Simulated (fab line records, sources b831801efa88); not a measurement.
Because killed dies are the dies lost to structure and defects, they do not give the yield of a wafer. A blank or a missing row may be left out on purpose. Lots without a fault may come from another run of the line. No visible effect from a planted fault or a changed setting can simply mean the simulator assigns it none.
The tool behind it: which one? || flow sfq line || 14 lots with 42 wafers sampled at 5 steps, on a route of 325 steps

== WHAT THE GAUGES SHOWED, per wafer ==
SFQ_M0_RS_MEAS_904: uses a four-point probe to measure.
{"lot": "L981", "measured": "day 7 23:17", "on": "film metro-02", "M0_NB_RS (ohm/sq)": "0.895 0.889 0.895"}
{"lot": "L982", "measured": "day 8 05:16", "on": "film metro-01", "M0_NB_RS (ohm/sq)": "0.886 0.904 0.884"}
{"lot": "L984", "measured": "day 9 00:25", "on": "film metro-01", "M0_NB_RS (ohm/sq)": "0.893 0.895 0.874"}
{"lot": "L985", "measured": "day 9 10:04", "on": "film metro-02", "M0_NB_RS (ohm/sq)": "0.885 0.883 0.875"}
{"lot": "L986", "measured": "day 9 18:28", "on": "film metro-04", "M0_NB_RS (ohm/sq)": "0.895 0.882 0.889"}
{"lot": "L987", "measured": "day 10 00:59", "on": "film metro-01", "M0_NB_RS (ohm/sq)": "0.911 0.913 0.893"}
{"lot": "L990", "measured": "day 10 21:13", "on": "film metro-02", "M0_NB_RS (ohm/sq)": "0.892 0.893 0.886"}
{"lot": "L991", "measured": "day 11 06:57", "on": "film metro-02", "M0_NB_RS (ohm/sq)": "0.887 0.890 0.879"}
{"lot": "L994", "measured": "day 11 22:34", "on": "film metro-01", "M0_NB_RS (ohm/sq)": "0.870 0.876 0.875"}
{"lot": "L995", "measured": "day 12 10:38", "on": "film metro-01", "M0_NB_RS (ohm/sq)": "0.899 0.901 0.887"}
{"lot": "L996", "measured": "day 12 16:34", "on": "film metro-04", "M0_NB_RS (ohm/sq)": "0.639 0.892 0.882"}
{"lot": "L997", "measured": "day 12 22:36", "on": "film metro-04", "M0_NB_RS (ohm/sq)": "0.899 0.638 0.897"}
{"lot": "L103", "measured": "day 14 17:35", "on": "film metro-04", "M0_NB_RS (ohm/sq)": "0.898 0.896 0.893"}
{"lot": "L104", "measured": "day 14 23:57", "on": "film metro-02", "M0_NB_RS (ohm/sq)": "0.887 0.891 0.889"}

SFQ_R5_THK_MEAS_934: measures by xrf.
{"lot": "L981", "measured": "day 50 10:21", "on": "film metro-01", "R5_MONX_THK (nm)": "40.9 40.7 41.0"}
{"lot": "L982", "measured": "day 51 02:19", "on": "film metro-04", "R5_MONX_THK (nm)": "39.0 39.7 39.0"}
{"lot": "L984", "measured": "day 51 07:13", "on": "film metro-01", "R5_MONX_THK (nm)": "41.0 40.5 40.5"}
{"lot": "L985", "measured": "day 51 11:19", "on": "film metro-01", "R5_MONX_THK (nm)": "39.7 39.6 39.8"}
{"lot": "L986", "measured": "day 51 14:19", "on": "film metro-04", "R5_MONX_THK (nm)": "40.5 41.1 40.8"}
{"lot": "L987", "measured": "day 55 02:49", "on": "film metro-01", "R5_MONX_THK (nm)": "40.0 39.2 39.3"}
{"lot": "L990", "measured": "day 56 06:19", "on": "film metro-04", "R5_MONX_THK (nm)": "39.8 39.1 38.9"}
{"lot": "L991", "measured": "day 56 09:41", "on": "film metro-04", "R5_MONX_THK (nm)": "39.8 40.3 39.8"}
{"lot": "L994", "measured": "day 61 20:36", "on": "film metro-02", "R5_MONX_THK (nm)": "39.7 40.0 39.6"}
{"lot": "L995", "measured": "day 62 04:59", "on": "film metro-02", "R5_MONX_THK (nm)": "40.3 40.1 40.0"}
{"lot": "L996", "measured": "day 62 09:48", "on": "film metro-01", "R5_MONX_THK (nm)": "40.8 40.2 40.6"}
{"lot": "L997", "measured": "day 62 12:49", "on": "film metro-02", "R5_MONX_THK (nm)": "40.3 40.4 40.3"}
{"lot": "L103", "measured": "day 69 18:03", "on": "film metro-01", "R5_MONX_THK (nm)": "39.8 40.0 39.9"}
{"lot": "L104", "measured": "day 69 20:26", "on": "film metro-01", "R5_MONX_THK (nm)": "40.5 40.1 39.6"}

== WHAT TOOL EACH LOT RAN ON (gives the tool, then ch and the chambers of the sampled wafers, and finally the start) ==
{"lot": "L981", "SFQ_TRILAYER_M0_DEP_SPUTTER_019": "pvd sputter-06, day 7 23:08", "SFQ_TRILAYER_M0_ETCH_METAL_ETCH_024": "rie metal-04 ch 0,1, day 12 06:04", "SFQ_TRILAYER_A5B_DEP_PECVD_129": "pecvd-02 ch 0,1,2, day 49 16:20"}
{"lot": "L982", "SFQ_TRILAYER_M0_DEP_SPUTTER_019": "pvd sputter-03, day 8 05:08", "SFQ_TRILAYER_M0_ETCH_METAL_ETCH_024": "rie metal-02 ch 0,1, day 12 13:16", "SFQ_TRILAYER_A5B_DEP_PECVD_129": "pecvd-01 ch 0,1, day 50 17:35"}
{"lot": "L984", "SFQ_TRILAYER_M0_DEP_SPUTTER_019": "pvd sputter-03, day 9 00:20", "SFQ_TRILAYER_M0_ETCH_METAL_ETCH_024": "rie metal-02 ch 0, day 13 04:53", "SFQ_TRILAYER_A5B_DEP_PECVD_129": "pecvd-03 ch 1,2, day 50 18:47"}
{"lot": "L985", "SFQ_TRILAYER_M0_DEP_SPUTTER_019": "pvd sputter-03, day 9 09:56", "SFQ_TRILAYER_M0_ETCH_METAL_ETCH_024": "rie metal-02 ch 0, day 13 14:34", "SFQ_TRILAYER_A5B_DEP_PECVD_129": "pecvd-03 ch 1,2, day 50 21:11"}
{"lot": "L986", "SFQ_TRILAYER_M0_DEP_SPUTTER_019": "pvd sputter-05, day 9 18:21", "SFQ_TRILAYER_M0_ETCH_METAL_ETCH_024": "rie metal-03 ch 0,1, day 14 02:14", "SFQ_TRILAYER_A5B_DEP_PECVD_129": "pecvd-02 ch 1,2, day 50 22:23"}
{"lot": "L987", "SFQ_TRILAYER_M0_DEP_SPUTTER_019": "pvd sputter-06, day 10 00:54", "SFQ_TRILAYER_M0_ETCH_METAL_ETCH_024": "rie metal-04 ch 0,1, day 14 10:38", "SFQ_TRILAYER_A5B_DEP_PECVD_129": "pecvd-01 ch 0,1, day 54 21:57"}
{"lot": "L990", "SFQ_TRILAYER_M0_DEP_SPUTTER_019": "pvd sputter-06, day 10 21:07", "SFQ_TRILAYER_M0_ETCH_METAL_ETCH_024": "rie metal-03 ch 0,1, day 15 06:13", "SFQ_TRILAYER_A5B_DEP_PECVD_129": "pecvd-03 ch 0,1,2, day 55 22:40"}
{"lot": "L991", "SFQ_TRILAYER_M0_DEP_SPUTTER_019": "pvd sputter-05, day 11 06:52", "SFQ_TRILAYER_M0_ETCH_METAL_ETCH_024": "rie metal-03 ch 0,1, day 15 17:01", "SFQ_TRILAYER_A5B_DEP_PECVD_129": "pecvd-02 ch 0,1,2, day 56 03:15"}
{"lot": "L994", "SFQ_TRILAYER_M0_DEP_SPUTTER_019": "pvd sputter-06, day 11 22:27", "SFQ_TRILAYER_M0_ETCH_METAL_ETCH_024": "rie metal-02 ch 0,1, day 16 13:25", "SFQ_TRILAYER_A5B_DEP_PECVD_129": "pecvd-03 ch 0,1,2, day 61 16:05"}
{"lot": "L995", "SFQ_TRILAYER_M0_DEP_SPUTTER_019": "pvd sputter-06, day 12 10:32", "SFQ_TRILAYER_M0_ETCH_METAL_ETCH_024": "rie metal-02 ch 0,1, day 17 05:43", "SFQ_TRILAYER_A5B_DEP_PECVD_129": "pecvd-01 ch 0,1, day 62 00:29"}
{"lot": "L996", "SFQ_TRILAYER_M0_DEP_SPUTTER_019": "pvd sputter-06, day 12 16:27", "SFQ_TRILAYER_M0_ETCH_METAL_ETCH_024": "rie metal-02 ch 1, day 17 10:31", "SFQ_TRILAYER_A5B_DEP_PECVD_129": "pecvd-03 ch 0,1, day 62 05:17"}
{"lot": "L997", "SFQ_TRILAYER_M0_DEP_SPUTTER_019": "pvd sputter-06, day 12 22:27", "SFQ_TRILAYER_M0_ETCH_METAL_ETCH_024": "rie metal-04 ch 0,1, day 17 16:33", "SFQ_TRILAYER_A5B_DEP_PECVD_129": "pecvd-01 ch 0,1,2, day 62 07:46"}
{"lot": "L103", "SFQ_TRILAYER_M0_DEP_SPUTTER_019": "pvd sputter-05, day 14 17:28", "SFQ_TRILAYER_M0_ETCH_METAL_ETCH_024": "rie metal-03 ch 0,1, day 20 03:08", "SFQ_TRILAYER_A5B_DEP_PECVD_129": "pecvd-03 ch 0,1, day 69 13:32"}
{"lot": "L104", "SFQ_TRILAYER_M0_DEP_SPUTTER_019": "pvd sputter-05, day 14 23:50", "SFQ_TRILAYER_M0_ETCH_METAL_ETCH_024": "rie metal-02 ch 0,1, day 20 11:29", "SFQ_TRILAYER_A5B_DEP_PECVD_129": "pecvd-01 ch 0,1, day 69 15:56"}
- SFQ_TRILAYER_M0_DEP_SPUTTER_019: material Nb, target thk 200 nm, time 133.3 s.
- SFQ_TRILAYER_M0_ETCH_METAL_ETCH_024: etches Nb in Cl2/Ar, stops on SiO2, target depth 240 nm, time 120 s.
- SFQ_TRILAYER_A5B_DEP_PECVD_129: deposits SiO2 from SiH4/N2O, time 133.33 s, target thk 600 nm.

== AS READ BY THE TOOLS THEMSELVES (means over the sampled wafers that have a number; for cases with no such wafer, the mark the record gives instead) ==
SFQ_TRILAYER_M0_DEP_SPUTTER_019.
{"lot": "L981", "tool": "pvd sputter-06", "base pressure pa (Pa)": 1.31e-06, "throttle valve pct (%)": 28.9}
{"lot": "L982", "tool": "pvd sputter-03", "base pressure pa (Pa)": 1.28e-06, "throttle valve pct (%)": 29.9}
{"lot": "L984", "tool": "pvd sputter-03", "base pressure pa (Pa)": 1.36e-06, "throttle valve pct (%)": 30.2}
{"lot": "L985", "tool": "pvd sputter-03", "base pressure pa (Pa)": 1.42e-06, "throttle valve pct (%)": 29.8}
{"lot": "L986", "tool": "pvd sputter-05", "base pressure pa (Pa)": 1.34e-06, "throttle valve pct (%)": 30.1}
{"lot": "L987", "tool": "pvd sputter-06", "base pressure pa (Pa)": 1.36e-06, "throttle valve pct (%)": 29.6}
{"lot": "L990", "tool": "pvd sputter-06", "base pressure pa (Pa)": 1.28e-06, "throttle valve pct (%)": 29.6}
{"lot": "L991", "tool": "pvd sputter-05", "base pressure pa (Pa)": 1.29e-06, "throttle valve pct (%)": 30.0}
{"lot": "L994", "tool": "pvd sputter-06", "base pressure pa (Pa)": 1.27e-06, "throttle valve pct (%)": 30.4}
{"lot": "L995", "tool": "pvd sputter-06", "base pressure pa (Pa)": 1.25e-06, "throttle valve pct (%)": 29.4}
{"lot": "L996", "tool": "pvd sputter-06", "base pressure pa (Pa)": 1.34e-06, "throttle valve pct (%)": 29.9}
{"lot": "L997", "tool": "pvd sputter-06", "base pressure pa (Pa)": 1.38e-06, "throttle valve pct (%)": 29.2}
{"lot": "L103", "tool": "pvd sputter-05", "base pressure pa (Pa)": 1.44e-06, "throttle valve pct (%)": 30.5}
{"lot": "L104", "tool": "pvd sputter-05", "base pressure pa (Pa)": 1.31e-06, "throttle valve pct (%)": 30.1}

SFQ_TRILAYER_M0_ETCH_METAL_ETCH_024.
{"lot": "L981", "tool": "rie metal-04", "drypump motor current A (A)": 5.5, "oes product au (a.u.)": 0.892}
{"lot": "L982", "tool": "rie metal-02", "drypump motor current A (A)": 6.3, "oes product au (a.u.)": 0.892}
{"lot": "L984", "tool": "rie metal-02", "drypump motor current A (A)": 6.4, "oes product au (a.u.)": 0.891}
{"lot": "L985", "tool": "rie metal-02", "drypump motor current A (A)": 6.4, "oes product au (a.u.)": 0.899}
{"lot": "L986", "tool": "rie metal-03", "drypump motor current A (A)": 6.1, "oes product au (a.u.)": 0.894}
{"lot": "L987", "tool": "rie metal-04", "drypump motor current A (A)": 5.6, "oes product au (a.u.)": 0.881}
{"lot": "L990", "tool": "rie metal-03", "drypump motor current A (A)": 6.1, "oes product au (a.u.)": 0.892}
{"lot": "L991", "tool": "rie metal-03", "drypump motor current A (A)": 5.9, "oes product au (a.u.)": 0.893}
{"lot": "L994", "tool": "rie metal-02", "drypump motor current A (A)": 6.3, "oes product au (a.u.)": 0.905}
{"lot": "L995", "tool": "rie metal-02", "drypump motor current A (A)": 6.3, "oes product au (a.u.)": 0.890}
{"lot": "L996", "tool": "rie metal-02", "drypump motor current A (A)": 6.2, "oes product au (a.u.)": 0.930}
{"lot": "L997", "tool": "rie metal-04", "drypump motor current A (A)": 5.4, "oes product au (a.u.)": 0.926}
{"lot": "L103", "tool": "rie metal-03", "drypump motor current A (A)": 5.9, "oes product au (a.u.)": 0.890}
{"lot": "L104", "tool": "rie metal-02", "drypump motor current A (A)": 6.3, "oes product au (a.u.)": 0.892}

SFQ_TRILAYER_A5B_DEP_PECVD_129.
{"lot": "L981", "tool": "pecvd-02", "heater power w (W)": 72, "throttle valve pct (%)": 27.0}
{"lot": "L982", "tool": "pecvd-01", "heater power w (W)": 89, "throttle valve pct (%)": 26.6}
{"lot": "L984", "tool": "pecvd-03", "heater power w (W)": 89, "throttle valve pct (%)": 22.7}
{"lot": "L985", "tool": "pecvd-03", "heater power w (W)": 89, "throttle valve pct (%)": 22.9}
{"lot": "L986", "tool": "pecvd-02", "heater power w (W)": 68, "throttle valve pct (%)": 27.4}
{"lot": "L987", "tool": "pecvd-01", "heater power w (W)": 83, "throttle valve pct (%)": 27.1}
{"lot": "L990", "tool": "pecvd-03", "heater power w (W)": 84, "throttle valve pct (%)": 23.2}
{"lot": "L991", "tool": "pecvd-02", "heater power w (W)": 72, "throttle valve pct (%)": 27.0}
{"lot": "L994", "tool": "pecvd-03", "heater power w (W)": 89, "throttle valve pct (%)": 23.6}
{"lot": "L995", "tool": "pecvd-01", "heater power w (W)": 89, "throttle valve pct (%)": 27.0}
{"lot": "L996", "tool": "pecvd-03", "heater power w (W)": 85, "throttle valve pct (%)": 23.8}
{"lot": "L997", "tool": "pecvd-01", "heater power w (W)": 92, "throttle valve pct (%)": 26.8}
{"lot": "L103", "tool": "pecvd-03", "heater power w (W)": 77, "throttle valve pct (%)": 24.2}
{"lot": "L104", "tool": "pecvd-01", "heater power w (W)": 92, "throttle valve pct (%)": 27.3}

== THE ANSWER, worked out from the rows above alone ==
Rule: usual is defined by the lots themselves. Put in order of their means at a reading, lots are off if they are a third of the lots or fewer, leave a main group of 4 or more, and stand apart from it by a gap of 3 or more times the standard deviation of the main group's means; of several such gaps the widest counts. A main group whose means are all the same, to the digits that the tables above print for the reading, isn't used. A lot without any number at a reading at which 4 lots or more have one is off too. All remaining lots with rows at the step are treated as sound. First the gauges in route order, then the tools' own readings, where a lot's mean is used as printed above. At the first step where some lot is off, the reading lying furthest off is the one used; lots without a number count as furthest.
Off: at SFQ_M0_RS_MEAS_904 (M0_NB_RS), L996, L997. The main group: mean 0.890 ohm/sq, standard deviation 0.0076.
If a tool, at a process step before that reading, ran all the lots that are off and no sound lot after the first of them, it fits. The gauges at SFQ_M0_RS_MEAS_904 aren't tried: what is off there is off at SFQ_TRILAYER_M0_ETCH_METAL_ETCH_024 too, on other tools, and a gauge's error can't cause that. One fits: SFQ_TRILAYER_M0_DEP_SPUTTER_019 on pvd sputter-06. A fault onset in the window from L995 (day 12 10:32, its last sound lot) to L996 (day 12 16:27, its first lot off) fits.

== WHAT THE SIMULATOR HAD PUT IN ==
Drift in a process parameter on pvd sputter-06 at SFQ_TRILAYER_M0_DEP_SPUTTER_019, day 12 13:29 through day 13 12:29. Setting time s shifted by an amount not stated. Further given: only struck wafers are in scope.
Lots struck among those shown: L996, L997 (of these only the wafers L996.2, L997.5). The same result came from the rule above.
